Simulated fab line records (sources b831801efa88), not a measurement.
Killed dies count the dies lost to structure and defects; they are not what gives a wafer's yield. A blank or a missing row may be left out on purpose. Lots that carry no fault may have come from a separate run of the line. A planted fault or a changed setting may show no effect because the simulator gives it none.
Which tool was responsible? -- flow sky130 -- 33 wafers from 11 lots sampled at 2 of the route's 708 steps

== WHAT EACH GAUGE READ, for each wafer ==
SKY_VIA3_CD_MEAS_12: the cd target is 200 nm.
lot,measured,on,cd-nm (nm)
L511,day 40 04:53,cd-sem-01,199.0 201.7 202.1
L512,day 40 15:17,cd-sem-02,200.4 199.4 200.4
L515,day 41 07:05,cd-sem-02,197.7 198.3 198.7
L516,day 42 07:12,cd-sem-01,200.1 200.1 199.6
L517,day 42 15:50,cd-sem-02,200.7 201.5 202.6
L519,day 42 23:41,cd-sem-01,199.5 200.1 198.6
L520,day 43 06:35,cd-sem-01,198.8 200.0 199.4
L527,day 45 04:52,cd-sem-02,198.4 198.5 199.5
L528,day 45 07:13,cd-sem-02,200.5 201.3 202.9
L530,day 45 22:51,cd-sem-01,200.4 200.9 200.7
L532,day 46 04:42,cd-sem-01,198.5 197.3 199.6

== WHAT TOOL EACH LOT RAN ON (gives the tool, then ch and the chambers of the sampled wafers, and finally the start) ==
lot,SKY_CAPM_STRIP_14
L511,"plasma-asher-04 ch 0,1, day 38 02:08"
L512,"plasma-asher-04 ch 0,1, day 38 12:05"
L515,"plasma-asher-04 ch 1, day 39 02:24"
L516,"plasma-asher-04 ch 0,1, day 40 03:05"
L517,"plasma-asher-02 ch 0,1, day 40 12:52"
L519,"plasma-asher-02 ch 0,1, day 40 21:41"
L520,"plasma-asher-02 ch 0,1, day 41 05:14"
L527,"plasma-asher-04 ch 0,1, day 43 05:14"
L528,"plasma-asher-01 ch 0,1, day 43 07:47"
L530,"plasma-asher-02 ch 0,1, day 44 01:17"
L532,"plasma-asher-02 ch 0,1, day 44 07:36"
- SKY_CAPM_STRIP_14: strips in O2/N2.

== WHAT THE TOOLS THEMSELVES READ (means of the sampled wafers that have a number; where no wafer has one, the mark that the record gives instead) ==
SKY_CAPM_STRIP_14.
lot,tool,chamber-pressure-mTorr (mTorr),drypump-motor-current-A (A),oes-product-au (a.u.),strip-time-to-endpoint-s (s)
L511,plasma-asher-04,1500.7,5.4,0.708,12.63
L512,plasma-asher-04,1501.4,5.9,0.709,12.73
L515,plasma-asher-04,1499.9,4.8,0.709,12.66
L516,plasma-asher-04,1500.8,5.4,0.710,12.70
L517,plasma-asher-02,1500.1,5.1,0.709,12.71
L519,plasma-asher-02,1498.6,5.1,0.707,12.70
L520,plasma-asher-02,1499.5,5.1,0.711,12.65
L527,plasma-asher-04,1497.8,5.8,0.710,12.58
L528,plasma-asher-01,1499.6,5.7,0.710,12.65
L530,plasma-asher-02,1499.1,5.1,0.710,12.74
L532,plasma-asher-02,1501.1,5.1,0.713,12.61

== THE ANSWER, worked out from the rows above alone ==
Rule: usual is defined by the lots themselves. Put in order of their means at a reading, lots are off if they are a third of the lots or fewer, leave a main group of 4 or more, and stand apart from it by a gap of 3 or more times the standard deviation of the main group's means; of several such gaps the widest counts. If all means in a main group match to the digits the tables above print for the reading, that group is not used. Also off: a lot with no number at a reading for which 4 or more lots have one. Any other lot the step has rows for is counted as sound. First the gauges in route order, then the tools' own readings, where a lot's mean is used as printed above. At the first step where some lot is off, the reading lying furthest off is the one used; lots without a number count as furthest.
Nothing can be told from this: no lot is off at any reading shown.

== WHAT HAD BEEN PUT IN BY THE SIMULATOR ==
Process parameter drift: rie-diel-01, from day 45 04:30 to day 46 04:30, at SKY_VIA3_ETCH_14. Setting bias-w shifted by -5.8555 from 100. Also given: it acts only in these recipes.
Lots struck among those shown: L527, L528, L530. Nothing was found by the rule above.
